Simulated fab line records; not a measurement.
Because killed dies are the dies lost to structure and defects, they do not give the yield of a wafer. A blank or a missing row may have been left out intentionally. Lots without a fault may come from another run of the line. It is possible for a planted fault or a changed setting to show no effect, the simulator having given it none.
A struck lot beside a sound one	flow sky130	35 steps out of a route of 708
Sound: the wafers L635.1, L635.2, L635.6. Wafers L626.2, L626.3, L626.6 were the ones struck. The cause is given at the end.
Each step with rows lists, per side, the tool, then ch with its chambers, then its first start. Under that, the readings that differ: sound wafers	struck wafers	difference of the means	sigmas: that difference in standard deviations of wafers without a fault.
alike: readings with means less than 2 such deviations apart, plus words and numbers identical on both sides. not compared: withheld readings, readings lacking a value on some wafer, bounds such as >300 that could conceal the same value, and numbers that have no deviation in the record and whose values overlap.
Wherever a step has rows on one side only, a row that says differs or no value, or a row with sigmas, the two part there. Numbers that don't overlap but have no deviation are shown without sigmas and don't part them. A reading that every wafer of one side lacks parts them only if that side has two wafers or more.

first, 10 steps without rows for these wafers: SKY_GATE_OXIDE_COAT_05 (resist thk 1140 nm); SKY_GATE_OXIDE_SOFTBAKE_06 (time 60 s); SKY_GATE_OXIDE_EXPOSE_07 (exposes mask LVOM, target cd 600 nm); SKY_GATE_OXIDE_PEB_08; SKY_GATE_OXIDE_DEVELOP_09 (develop time 60 s); SKY_GATE_OXIDE_IMPLANT_11; SKY_GATE_OXIDE_WET_ETCH_12 (etches SiO2 in dHF, target depth 16.8 nm, time 336 s); SKY_GATE_OXIDE_STRIP_13 (strips in O2/N2); SKY_GATE_OXIDE_CLEAN_15 (cleans in SC1/SC2, time 150 s); SKY_GATE_OXIDE_OXIDATION_16 (stabilise 600 s, purge 300 s, target thk 3.57 nm).
SKY_POLY_GATE_CVD_00: deposits poly-Si, target thk 180 nm, time 720 s.
  sound on lpcvd-01 ch 0, day 21 17:29; struck on lpcvd-01 ch 1, day 18 09:11
reading	sound	struck	difference	sigmas
spike tc centre C (C)	620.9 620.7 621.9	626.1 626.1 627.6	+5.4	+5
spike tc top C (C)	633.6 634.5 632.4	646.2 646.2 644.9	+12.3	+8
spike tc upper C (C)	620.8 618.9 618.2	569.9 569.0 568.2	-50.3	-34
zone power centre pct (%)	10.1 9.8 9.8	13.5 13.4 13.4	+3.5	+8
zone power lower pct (%)	8.72 8.68 8.72	7.88 7.85 7.84	-0.85	-5
zone power upper pct (%)	8.3 8.3 8.3	0.0 0.0 0.0	-8.3	-11
model.poly-Si_of_POLY_GATE_CVD_00.thk nm (nm)	182.9 180.8 182.7	111.5 108.7 116	-70.1	
SKY_POLY_GATE_THK_MEAS_01:
  struck on film metro-01, day 18 11:14; sound on film metro-01, day 21 18:41
reading	sound	struck	difference	sigmas
POLY_GATE_CVD_00_THK (nm)	183.0 180.9 182.7	111.5 108.6 116.0	-70.2	-41
  not compared: hold
then, 8 steps without rows for these wafers: SKY_RES_PROTECT_HMDS_01 (prime time 60 s); SKY_RES_PROTECT_COAT_02 (resist thk 1140 nm); SKY_RES_PROTECT_SOFTBAKE_03 (time 60 s); SKY_RES_PROTECT_EXPOSE_04 (exposes mask RPM, target cd 1270 nm); SKY_RES_PROTECT_PEB_05; SKY_RES_PROTECT_DEVELOP_06 (develop time 60 s); SKY_POLY_GATE_IMPLANT_02; SKY_RES_PROTECT_STRIP_07 (strips in O2/N2).
SKY_RES_PROTECT_CLEAN_09: cleans in SC1/SC2, time 150 s.
  sound on wet bench-03 ch 1, day 23 00:56; struck on wet bench-02 ch 1, day 19 17:58
reading	sound	struck	difference	sigmas
model.poly-Si_of_POLY_GATE_CVD_00.thk nm (nm)	182.3 180.1 182	110.8 108.1 115.4	-70.0	
  alike: bath guard temp C, bath heat duty pct
then, 11 steps without rows for these wafers: SKY_POLY_GATE_CVD_03 (deposits Si3N4 from DCS/NH3, target thk 75 nm, time 1290 s); SKY_POLY_GATE_DEHYDRATE_05 (time 60 s); SKY_POLY_GATE_HMDS_06 (prime time 60 s); SKY_POLY_GATE_COAT_07 (resist thk 110 nm); SKY_POLY_GATE_COAT_08 (resist thk 450 nm); SKY_POLY_GATE_SOFTBAKE_09 (time 90 s); SKY_POLY_GATE_EXPOSE_10 (exposes mask P1M, target cd 150 nm); SKY_POLY_GATE_PEB_11; SKY_POLY_GATE_DEVELOP_12 (develop time 60 s); SKY_POLY_GATE_ETCH_15 (etches BARC in N2/H2, stops on SiO2, time 118.5 s, target depth 110 nm); SKY_POLY_GATE_ETCH_16 (etches Si3N4 in CH3F/O2, stops on poly-Si, time 147.5 s, target depth 75 nm).
SKY_POLY_GATE_ETCH_17: etches poly-Si in HBr/Cl2, stops on SiO2, target depth 180 nm, time 70.5 s.
  sound on rie si-02 ch 1,2,3, day 24 07:40; struck on rie si-01 ch 1,3, day 21 02:41
reading	sound	struck	difference	sigmas
oes product au (a.u.)	0.996 0.991 0.999	0.727 0.710 0.742	-0.269	-38
model.etch.depth nm (nm)	178.3 180.1 181.7	110.8 108.1 115.4	-68.6	
model.POLY_GATE.feature depth nm (nm)	178.3 180.1 181.7	110.8 108.1 115.4	-68.6	
  alike: drypump motor current A, throttle valve pct
  not compared: rf hours counter h
then, 1 step without rows for these wafers: SKY_POLY_GATE_STRIP_18 (strips in O2/N2).
-- a jump in the record: the struck wafers' starts before and after are 28 days apart (it breaks off in module POLY_GATE and resumes in module PAD_OPEN, where the first step shown is number 708 of the route) --
SKY_PAD_OPEN_PROBE_99:
  struck on prober-01, day 48 19:22; sound on prober-02, day 50 14:38
reading	sound	struck	difference	sigmas
model.etest.res high po.line ohm um	711.4 738.5 726.6	1148 1119 1095	+395	
model.etest.res poly.line ohm um	486.8 521.5 501.9	808.1 823.4 797.4	+306.2	
model.etest.pfet_01v8.r on ohm um	2945 2956 2920	3097 3239 2958	+158	
model.etest.tip sonos.rs ohm sq	2641 2642 2603	2507 2513 2532	-111	
model.etest.res high po.rs ohm sq	248.8 255.6 257.3	404.6 390.6 381.8	+138.4	
model.etest.res poly.rs ohm sq	46.3 47.07 47.33	77.39 77.04 73.53	+29.09	
  alike: killed_at_M0_to_M3, killed_at_M4_up, killed at contacts, killed at front end, killed at other, killed dies, killed open, killed short
  not compared: model.etest.tip p.rs ohm sq, model.etest.nfet_01v8.r on ohm um

## WHERE THEY PART
At SKY_POLY_GATE_CVD_00 first; at SKY_POLY_GATE_ETCH_17 last (within this record only). Later steps at which nothing parts them and some readings are alike: SKY_PAD_OPEN_PROBE_99.

WHY: whatever the simulator had introduced
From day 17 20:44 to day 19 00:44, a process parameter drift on lpcvd-01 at SKY_POLY_GATE_CVD_00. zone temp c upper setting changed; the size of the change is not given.
